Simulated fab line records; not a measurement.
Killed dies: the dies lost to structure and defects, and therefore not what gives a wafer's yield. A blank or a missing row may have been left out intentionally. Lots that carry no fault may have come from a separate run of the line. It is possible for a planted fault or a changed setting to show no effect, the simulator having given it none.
Which tool was responsible? | flow sfqLine | 15 lots, 42 wafers sampled, at 1 step of a route of 325

WHAT THE GAUGES SHOWED, per wafer
The record holds no reading of a measuring or inspecting step that can be judged against a usual standard deviation.

WHICH TOOL RAN EACH LOT (tool, then ch and the chambers of the sampled wafers, then the start)
lot  | SFQ_TRILAYER_I1_VIA_BARC_OPEN_VIA_ETCH_071
L692 | rieDiel-01 ch 1,2, day 20 16:35
L693 | rieDiel-01 ch 0,1,2, day 21 00:55
L694 | rieDiel-03 ch 0,1,3, day 21 10:31
L695 | rieDiel-02 ch 0,1,2, day 21 15:19
L697 | rieDiel-01 ch 0,1, day 23 23:14
L698 | rieDiel-02 ch 1,2,3, day 26 02:50
L700 | rieDiel-01 ch 0,1,2, day 26 19:52
L701 | rieDiel-01 ch 0,2,3, day 27 06:40
L703 | rieDiel-02 ch 1,2,3, day 27 17:28
L704 | rieDiel-03 ch 2,3, day 27 22:23
L705 | rieDiel-02 ch 0,2,3, day 28 10:31
L706 | rieDiel-02 ch 1,2,3, day 28 16:31
L707 | rieDiel-02 ch 0,2, day 28 23:43
L708 | rieDiel-02 ch 1,2, day 29 11:16
L709 | rieDiel-02 ch 2,3, day 29 22:04
- SFQ_TRILAYER_I1_VIA_BARC_OPEN_VIA_ETCH_071: etches BARC in O2, target depth 125 nm, time 41.7 s.

AS READ BY THE TOOLS THEMSELVES (means over the sampled wafers that have a number; for cases with no such wafer, the mark the record gives instead)
SFQ_TRILAYER_I1_VIA_BARC_OPEN_VIA_ETCH_071.
lot  | tool       | biasW (W) | drypumpMotorCurrentA (A) | oesProductAu (a.u.) | runLengthS (s)
L692 | rieDiel-01 | 80.27     | 5.7                      | 0.685               | 70.4
L693 | rieDiel-01 | 79.65     | 5.8                      | 0.684               | 70.3
L694 | rieDiel-03 | 79.96     | 5.9                      | 0.688               | 70.0
L695 | rieDiel-02 | 79.88     | 5.7                      | 0.683               | 70.0
L697 | rieDiel-01 | 80.20     | 5.8                      | 0.688               | 70.2
L698 | rieDiel-02 | 79.78     | 5.3                      | 0.682               | 70.1
L700 | rieDiel-01 | 80.01     | 5.7                      | 0.686               | 70.3
L701 | rieDiel-01 | 80.18     | 5.6                      | 0.683               | 70.3
L703 | rieDiel-02 | 79.75     | 5.3                      | 0.686               | 70.1
L704 | rieDiel-03 | 79.89     | 5.6                      | 0.685               | 70.4
L705 | rieDiel-02 | 80.15     | 5.8                      | 0.686               | 70.1
L706 | rieDiel-02 | 80.10     | 5.3                      | 0.683               | 70.4
L707 | rieDiel-02 | 80.11     | 6.0                      | 0.656               | 75.7
L708 | rieDiel-02 | 79.90     | 5.3                      | 0.616               | 81.3
L709 | rieDiel-02 | 79.75     | 5.4                      | 0.651               | 75.7

THE ANSWER, worked out from the rows above alone
Rule: what is usual is taken from the lots themselves. Put in order of their means at a reading, lots are off if they are a third of the lots or fewer, leave a main group of 4 or more, and stand apart from it by a gap of 3 or more times the standard deviation of the main group's means; of several such gaps the widest counts. The tables above print the reading to a certain number of digits; a main group whose means all agree to those digits is not used. Also off: a lot with no number at a reading for which 4 or more lots have one. Any other lot the step has rows for is counted as sound. First the gauges in route order, then the tools' own readings, where a lot's mean is used as printed above. At the first step where some lot is off, the reading lying furthest off is the one used; lots without a number count as furthest.
Off: L707, L708, L709 (SFQ_TRILAYER_I1_VIA_BARC_OPEN_VIA_ETCH_071, runLengthS). The main group: mean 70.2 s, standard deviation 0.15.
If a tool, at that step or one of the process steps before it, ran each lot that is off and ran no sound lot following the first of them, it fits. One fits: SFQ_TRILAYER_I1_VIA_BARC_OPEN_VIA_ETCH_071 on rieDiel-02. A fault onset in the window from L706 (day 28 16:31, its last sound lot) to L707 (day 28 23:43, its first lot off) fits.
The tool's own readings at SFQ_TRILAYER_I1_VIA_BARC_OPEN_VIA_ETCH_071 bear it out: on the lots that are off they differ by more than 5 times the standard deviation of the sound lots' means. oesProductAu reads 0.641 a.u. there against 0.685 a.u. on the sound lots; runLengthS reads 77.6 s there against 70.2 s on the sound lots.

WHAT THE SIMULATOR HAD INSERTED
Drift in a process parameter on rieDiel-02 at SFQ_TRILAYER_I1_VIA_BARC_OPEN_VIA_ETCH_071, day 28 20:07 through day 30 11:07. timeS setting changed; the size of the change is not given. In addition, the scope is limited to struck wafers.
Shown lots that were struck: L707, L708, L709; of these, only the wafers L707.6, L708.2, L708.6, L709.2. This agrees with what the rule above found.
